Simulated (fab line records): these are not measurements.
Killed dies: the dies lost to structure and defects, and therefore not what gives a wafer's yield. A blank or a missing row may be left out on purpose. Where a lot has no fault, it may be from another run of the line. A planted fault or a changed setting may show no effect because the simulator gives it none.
A lot that was struck, set against a sound lot || flow sky130 || 43 out of 708 route steps
Sound: these wafers, L949.3, L949.4, L949.5. Struck: wafer L957.6. (L957.4, L957.5 of the same lot were not struck and are left out.) The cause comes at the end.
At each step with rows: each side's tool, then ch and its chambers, then its first start. Under that, the readings that differ: sound wafers || struck wafers || difference of the means || sigmas: that difference in standard deviations of wafers without a fault.
alike: readings whose means differ by less than 2 such deviations, and words and numbers that are the same on both sides. not compared: withheld readings, readings that some wafer has no value for, bounds like >300 that may hide the same value, and numbers for which the record gives no deviation and whose values overlap.
The two part at a step that has a row with sigmas, a row that says differs or no value, or rows on one side only. When numbers do not overlap yet have no deviation, they are printed without sigmas and do not part them. A reading that every wafer of one side lacks parts them only if that side has two wafers or more.

SKY_LDD_N_STRIP_16: strips in O2/N2.
  sound on plasmaAsher-04 ch 0,1, day 20 12:49; struck on plasmaAsher-04 ch 0, day 23 11:08
  alike: drypumpMotorCurrentA, oesProductAu, stripTimeToEndpointS
  not compared: rfHoursCounterH
SKY_LDD_N_TW_MEAS_17:
  sound: filmMetro-01 at day 20 12:55; struck: filmMetro-01 at day 23 11:14
  alike: LDD_N_TW
then, 7 steps without rows for these wafers: SKY_LDD_P_DEHYDRATE_00 (time 60 s); SKY_LDD_P_HMDS_01 (prime time 60 s); SKY_LDD_P_COAT_02 (resist thk 1140 nm); SKY_LDD_P_SOFTBAKE_03 (time 60 s); SKY_LDD_P_EXPOSE_04 (exposes mask PSDM, target cd 380 nm); SKY_LDD_P_PEB_05; SKY_LDD_P_DEVELOP_06 (develop time 60 s).
SKY_LDD_P_CD_MEAS_07 targets a cd of 380 nm.
  sound: cdSem-01 at day 21 20:07; struck: cdSem-01 at day 24 18:25
  alike: cdNm
SKY_LDD_P_OVL_MEAS_08:
  sound: overlay-02 at day 21 20:13; struck: overlay-01 at day 24 18:29
  alike: LDD_P_OVL
then, 1 step without rows for these wafers: SKY_LDD_P_IMPLANT_09.
SKY_LDD_P_STRIP_10: strips in O2/N2.
  sound on plasmaAsher-01 ch 0,1, day 21 20:25; struck on plasmaAsher-01 ch 1, day 24 18:42
  alike: drypumpMotorCurrentA, oesProductAu, stripTimeToEndpointS
  not compared: rfHoursCounterH
SKY_LDD_P_TW_MEAS_11:
  sound: filmMetro-04 at day 21 20:31; struck: filmMetro-01 at day 24 18:47
  alike: LDD_P_TW
then, 7 steps without rows for these wafers: SKY_LDD_HVN_DEHYDRATE_00 (time 60 s); SKY_LDD_HVN_HMDS_01 (prime time 60 s); SKY_LDD_HVN_COAT_02 (resist thk 300 nm); SKY_LDD_HVN_SOFTBAKE_03 (time 60 s); SKY_LDD_HVN_EXPOSE_04 (exposes mask HVNTM, target cd 700 nm); SKY_LDD_HVN_PEB_05; SKY_LDD_HVN_DEVELOP_06 (develop time 60 s).
SKY_LDD_HVN_OVL_MEAS_07:
  sound: overlay-01 at day 23 04:04; struck: overlay-02 at day 26 00:18
  alike: LDD_HVN_OVL
then, 1 step without rows for these wafers: SKY_LDD_HVN_IMPLANT_08.
SKY_LDD_HVN_STRIP_09: strips in O2/N2.
  sound on plasmaAsher-04 ch 0,1, day 23 04:16; struck on plasmaAsher-04 ch 1, day 26 00:30
{"reading": "stripTimeToEndpointS (s)", "sound": "4.130 4.107 4.095", "struck": 4.161, "difference": "+0.050", "sigmas": "+3"}
  alike: drypumpMotorCurrentA, oesProductAu
  not compared: rfHoursCounterH
SKY_LDD_HVN_TW_MEAS_10:
  sound: filmMetro-03 at day 23 04:22; struck: filmMetro-03 at day 26 00:36
  alike: LDD_HVN_TW
then, 7 steps without rows for these wafers: SKY_LDD_HVP_DEHYDRATE_00 (time 60 s); SKY_LDD_HVP_HMDS_01 (prime time 60 s); SKY_LDD_HVP_COAT_02 (resist thk 300 nm); SKY_LDD_HVP_SOFTBAKE_03 (time 60 s); SKY_LDD_HVP_EXPOSE_04 (exposes mask HVPTM, target cd 700 nm); SKY_LDD_HVP_PEB_05; SKY_LDD_HVP_DEVELOP_06 (develop time 60 s).
SKY_LDD_HVP_OVL_MEAS_07:
  sound: overlay-01 at day 24 11:23; struck: overlay-01 at day 27 06:10
  alike: LDD_HVP_OVL
then, 1 step without rows for these wafers: SKY_LDD_HVP_IMPLANT_08.
SKY_LDD_HVP_STRIP_09: strips in O2/N2.
  sound on plasmaAsher-01 ch 0,1, day 24 11:36; struck on plasmaAsher-02 ch 1, day 27 06:23
  alike: drypumpMotorCurrentA, oesProductAu, stripTimeToEndpointS
  not compared: rfHoursCounterH
SKY_LDD_HVP_TW_MEAS_10:
  sound: filmMetro-03 at day 24 11:41; struck: filmMetro-04 at day 27 06:28
  alike: LDD_HVP_TW
then, 6 steps without rows for these wafers: SKY_LDD_LDN_DEHYDRATE_00 (time 60 s); SKY_LDD_LDN_HMDS_01 (prime time 60 s); SKY_LDD_LDN_COAT_02 (resist thk 1140 nm); SKY_LDD_LDN_SOFTBAKE_03 (time 60 s); SKY_LDD_LDN_EXPOSE_04 (exposes mask LDNTM, target cd 700 nm); SKY_LDD_LDN_PEB_05.
-- here the record skips 23 days between the struck wafers' starts before and after, leaving off in module LDD_LDN and picking up in module PAD_OPEN (first step shown: number 708 of the route) --
SKY_PAD_OPEN_PROBE_99:
  only the struck wafers here have rows in the record (prober-01, day 49 19:43); the sound ones have none

WHERE THEY PART
Last at SKY_PAD_OPEN_PROBE_99 as far as this record goes, first at SKY_LDD_HVN_STRIP_09.

WHY: what the simulator had put in
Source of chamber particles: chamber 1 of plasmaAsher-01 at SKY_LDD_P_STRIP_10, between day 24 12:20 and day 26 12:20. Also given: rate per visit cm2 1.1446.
